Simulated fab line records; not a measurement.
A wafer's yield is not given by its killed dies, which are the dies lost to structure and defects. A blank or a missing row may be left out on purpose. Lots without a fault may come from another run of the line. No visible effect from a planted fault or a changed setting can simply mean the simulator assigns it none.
fab line records ; flow gf180mcu
record lots=6; wafers=18; lastDay=34
route steps=602 shown M3@428 V3@429
lots untouched by any fault: they come from a run of this same line in which no faults occurred
startH: start of the lot's first displayed wafer, in hours after the record's first day ; waitH: hours from the lot's prior step to this one ; " repeats the value in the row above ; L1.1+2: a row that stands for several wafers ; - value missing, or start not given ; * or withheld: withheld ; < > ~ a bound
route shown NAME@n: names a module that has steps shown in the file, with the first one's number in the route ; usual: average and standard deviation across the fault-free wafers ; same: alike in all rows ; chamber/n: place in a boat ; sites: per-site readings ; _std_site: their standard deviation ; _edge_site: outer sites' mean less inner sites' ; radiusMm: for every site, how far away it sits from the centre of the wafer ; mask NAME#n: copy n ; behind: the most recent tool/chamber to have shaped the wafer ; hold: reason for holding the lot/hours on hold/outcome of the hold ; device: the n, p or np transistor that did not switch ; end of line: at the end of the route, the tests of the same wafers ; step lacking rows: just its recipe ; killed: the dies lost at the first sort to structure and to defects; this is not the yield of the wafer ; map: the dies of a wafer, with x for killed, . for not killed, _ for no die there
set.NAME: the setting as run; set.NAME@STEP: as run at that earlier step ; model.NAME: the simulator's own value behind a step, which no gauge read
certain route steps with their lots: each step a table, each wafer a row
services: the hour from which a tool's chamber was out of use, counted from the record's first day as startH (under 0 if before that day), plus the number of hours and why
## steps
# step GF_M3_CLEAN_19
# recipe chemistry=DIW; dry=n2Spin
# step GF_V3_CVD_00
# recipe material=SiO2; targetThkNm=600; sigmaOpenFrac=0.3; tempC=400; timeS=100; sih4FlowSccm=60; pressureMtorr=6
# step GF_V3_THK_MEAS_01
# recipe reads=SiO2_of_V3_CVD_00
# usual V3_CVD_00_THK=599/6.5
lot.wafer;tool;chamber;startH;waitH;V3_CVD_00_THK[nm]
L103.2;filmMetro-03;-;496.87;0.0;600
L103.3;filmMetro-03;-;496.87;0.0;599
L103.4;filmMetro-03;-;496.87;0.0;603
L109.1;filmMetro-03;-;551.92;0.0;590
L109.3;filmMetro-03;-;551.92;0.0;593
L109.6;filmMetro-03;-;551.92;0.0;592
L120.1;filmMetro-02;-;637.04;0.0;599
L120.4;filmMetro-02;-;637.04;0.0;597
L120.6;filmMetro-02;-;637.04;0.0;601
L121.3;filmMetro-02;-;644.23;0.1;591
L121.5;filmMetro-02;-;644.23;0.1;592
L121.6;filmMetro-02;-;644.23;0.1;596
L124.1;filmMetro-01;-;665.21;0.0;605
L124.5;filmMetro-01;-;665.21;0.0;610
L124.6;filmMetro-01;-;665.21;0.0;605
L125.3;filmMetro-02;-;670.81;0.1;605
L125.4;filmMetro-02;-;670.81;0.1;598
L125.6;filmMetro-02;-;670.81;0.1;602
# step GF_V3_CVD_02
# recipe material=SiO2; targetThkNm=850; precursor=TEOS; tempC=400; timeS=94.851; rfW=600
# usual heaterPowerW=665/100; rfFwdPowerW=596.6/2.2
lot.wafer;tool;chamber;startH;waitH;heaterPowerW;rfFwdPowerW
L103.2;pecvd-01;1;496.92;0.0;690;595.6
L103.3;pecvd-01;2;496.92;0.0;733;599.0
L103.4;pecvd-01;0;496.92;0.0;898;597.1
L109.1;pecvd-01;2;551.98;0.1;630;596.1
L109.3;pecvd-01;1;551.98;0.1;558;595.9
L109.6;pecvd-01;1;551.98;0.1;624;595.4
L120.1;pecvd-02;0;637.10;0.1;705;594.6
L120.4;pecvd-02;2;637.10;0.1;539;597.4
L120.6;pecvd-02;0;637.10;0.1;767;594.8
L121.3;pecvd-04;0;644.27;0.0;691;598.7
L121.5;pecvd-04;1;644.27;0.0;646;596.7
L121.6;pecvd-04;0;644.27;0.0;541;597.8
L124.1;pecvd-01;2;665.27;0.1;712;596.7
L124.5;pecvd-01;0;665.27;0.1;892;597.8
L124.6;pecvd-01;1;665.27;0.1;629;596.6
L125.3;pecvd-01;2;670.85;0.0;701;597.2
L125.4;pecvd-01;1;670.85;0.0;553;594.4
L125.6;pecvd-01;2;670.85;0.0;743;597.8
# step GF_V3_THK_MEAS_03
# recipe reads=SiO2_of_V3_CVD_02
# usual V3_CVD_02_THK=850/12
lot.wafer;tool;chamber;startH;waitH;V3_CVD_02_THK[nm]
L103.2;filmMetro-02;-;497.00;0.0;853
L103.3;filmMetro-02;-;497.00;0.0;831
L103.4;filmMetro-02;-;497.00;0.0;844
L109.1;filmMetro-01;-;552.05;0.0;847
L109.3;filmMetro-01;-;552.05;0.0;861
L109.6;filmMetro-01;-;552.05;0.0;876
L120.1;filmMetro-03;-;637.17;0.0;849
L120.4;filmMetro-03;-;637.17;0.0;848
L120.6;filmMetro-03;-;637.17;0.0;864
L121.3;filmMetro-03;-;644.36;0.1;846
L121.5;filmMetro-03;-;644.36;0.1;864
L121.6;filmMetro-03;-;644.36;0.1;850
L124.1;filmMetro-02;-;665.34;0.0;831
L124.5;filmMetro-02;-;665.34;0.0;842
L124.6;filmMetro-02;-;665.34;0.0;865
L125.3;filmMetro-03;-;670.94;0.1;839
L125.4;filmMetro-03;-;670.94;0.1;856
L125.6;filmMetro-03;-;670.94;0.1;855
# step GF_V3_CMP_04
# recipe material=SiO2; downForcePsi=4; platenRpm=60; padVelocityMS=0.94248
# usual edgeZonePressureFrac=1.000/0.0051; motorCurrentA=12.7/1.7; timeToEndpointS=81/6
lot.wafer;tool;chamber;startH;waitH;edgeZonePressureFrac;motorCurrentA;timeToEndpointS
L103.3;cmp-01;0;497.05;0.0;1.004;14.5;78
L103.2;cmp-01;1;497.05;0.0;1.003;11.3;85
L103.4;cmp-01;2;497.05;0.0;1.009;11.1;79
L109.3;cmp-01;1;552.21;0.1;0.996;11.4;88
L109.1;cmp-01;2;552.21;0.1;1.012;11.1;81
L109.6;cmp-01;0;552.21;0.1;0.999;14.0;93
L120.4;cmp-02;0;637.28;0.1;1.000;12.4;69
L120.1;cmp-02;1;637.28;0.1;1.004;10.9;73
L120.6;cmp-02;3;637.28;0.1;1.004;10.0;76
L121.3;cmp-02;0;644.50;0.1;0.994;11.8;70
L121.6;cmp-02;2;644.50;0.1;1.000;11.4;79
L121.5;cmp-02;3;644.50;0.1;0.997;10.7;82
L124.1;cmp-02;1;665.62;0.3;0.994;11.0;69
L124.6;cmp-02;0;665.62;0.3;0.994;11.8;77
L124.5;cmp-02;1;665.62;0.3;1.003;10.8;71
L125.4;cmp-02;0;670.98;0.0;0.996;12.2;78
L125.3;cmp-02;2;670.98;0.0;0.994;12.6;75
L125.6;cmp-02;0;670.98;0.0;1.000;12.4;80
# step GF_V3_BOW_MEAS_05
# recipe mode=bow
# usual V3_BOW=114/7.9
lot.wafer;tool;chamber;startH;waitH;V3_BOW[um]
L103.2;filmMetro-02;-;497.39;0.2;121
L103.3;filmMetro-02;-;497.39;0.2;116
L103.4;filmMetro-02;-;497.39;0.2;124
L109.1;filmMetro-01;-;552.41;0.1;104
L109.3;filmMetro-01;-;552.41;0.1;111
L109.6;filmMetro-01;-;552.41;0.1;121
L120.1;filmMetro-03;-;637.53;0.1;120
L120.4;filmMetro-03;-;637.53;0.1;120
L120.6;filmMetro-03;-;637.53;0.1;115
L121.3;filmMetro-03;-;644.74;0.2;114
L121.5;filmMetro-03;-;644.74;0.2;98
L121.6;filmMetro-03;-;644.74;0.2;111
L124.1;filmMetro-03;-;665.90;0.2;100
L124.5;filmMetro-03;-;665.90;0.2;110
L124.6;filmMetro-03;-;665.90;0.2;102
L125.3;filmMetro-01;-;671.32;0.2;126
L125.4;filmMetro-01;-;671.32;0.2;121
L125.6;filmMetro-01;-;671.32;0.2;111
# step GF_V3_DEHYDRATE_06
# recipe tempC=200; timeS=60
# step GF_V3_HMDS_07
# recipe primeTimeS=60; primeTempC=120
# step GF_V3_COAT_08
# recipe resist=BARC; tempC=withheld; timeS=withheld; spinRpm=withheld; resistThkNm=withheld
# step GF_V3_COAT_09
# recipe resist=KrF; spinRpm=withheld; resistThkNm=1000
# step GF_V3_SOFTBAKE_10
# recipe tempC=130; timeS=60; resist=KrF
# step GF_V3_EXPOSE_11
# recipe maskId=Via3; targetCdNm=260; na=0.68; sourceShape=conventional; sigmaOuter=0.6; doseMj=38
# usual exposureDoseMJCm2=37.94/0.043; focusOffsetNm=0.0/0.5
lot.wafer;tool;chamber;startH;waitH;mask;exposureDoseMJCm2;focusOffsetNm
L103.2;krfScanner-02;0;509.33;-;Via3#0;38.01;0.9
L103.3;krfScanner-02;0;509.33;-;Via3#0;38.03;0.2
L103.4;krfScanner-02;0;509.33;-;Via3#0;37.98;0.5
L109.1;krfScanner-01;0;563.32;-;Via3#0;37.93;-0.7
L109.3;krfScanner-01;0;563.32;-;Via3#0;37.92;-0.8
L109.6;krfScanner-01;0;563.32;-;Via3#0;37.92;-0.4
L120.1;krfScanner-02;-;647.57;-;Via3#0;-;-
L120.4;krfScanner-02;-;647.57;-;Via3#0;-;-
L120.6;krfScanner-02;-;647.57;-;Via3#0;-;-
L121.3;krfScanner-02;-;654.01;-;Via3#0;-;-
L121.5;krfScanner-02;-;654.01;-;Via3#0;-;-
L121.6;krfScanner-02;-;654.01;-;Via3#0;-;-
L124.1;krfScanner-02;0;675.52;-;Via3#0;37.96;0.5
L124.5;krfScanner-02;0;675.52;-;Via3#0;37.99;-0.4
L124.6;krfScanner-02;0;675.52;-;Via3#0;37.94;-0.7
L125.3;krfScanner-01;0;681.40;-;Via3#0;37.93;0.2
L125.4;krfScanner-01;0;681.40;-;Via3#0;37.87;-0.4
L125.6;krfScanner-01;0;681.40;-;Via3#0;37.91;0.1
# step GF_V3_PEB_12
# recipe pebTempC=135; pebTimeS=90; resist=KrF
## services
tool;chamber;startH;hours;kind
cmp-02;-;477.84;2.4;repair
cmp-02;-;485.09;5.7;repair
krfScanner-01;-;498.76;1.0;pm
krfScanner-01;-;500.62;0.8;pm
krfScanner-02;-;512.66;1.5;pm
krfScanner-02;-;516.79;0.1;repair
krfScanner-01;-;518.60;1.3;pm
cmp-01;-;525.76;1.0;repair
cmp-01;-;552.41;8.6;pm
krfScanner-02;-;559.66;1.0;pm
krfScanner-02;-;568.96;0.8;pm
cmp-02;-;572.19;4.0;pm
krfScanner-02;-;574.26;1.5;repair
pecvd-02;-;576.39;3.0;repair
pecvd-02;-;578.33;1.1;repair
cmp-02;-;591.87;6.7;pm
krfScanner-02;-;599.87;7.2;pm
krfScanner-01;-;613.99;3.6;pm
krfScanner-02;-;621.41;1.3;pm
krfScanner-02;-;622.89;0.7;repair
cmp-01;-;646.56;0.2;repair
krfScanner-01;-;667.76;1.0;pm
krfScanner-01;-;669.42;0.8;pm
pecvd-02;-;673.07;14.6;pm
## key
firstSign step=GF_V3_EXPOSE_11; reading=toolRecord; direction=missing
effect none on later readings
metAt GF_V3_EXPOSE_11
struckWafers L120.1,L120.4,L120.6,L121.3,L121.5,L121.6
laterRowsLeftOut L120.1,L120.4,L120.6,L121.3,L121.5,L121.6
sortLeftOut L120.1,L120.4,L120.6,L121.3,L121.5,L121.6
onsetBetween 509.33 647.57
fault kind=skippedStepWhole; tool=krfScanner-02; chamber=-; onsetH=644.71; steps=GF_V3_EXPOSE_11; scope=struckLotsOnly
# sortLeftOut: the simulated sort isn't trusted on such a fault, so these wafers' sort isn't shown, and their yield isn't known
# laterRowsLeftOut: the simulator's readings of these wafers behind a module that went badly wrong aren't trusted and aren't shown, but for the sort
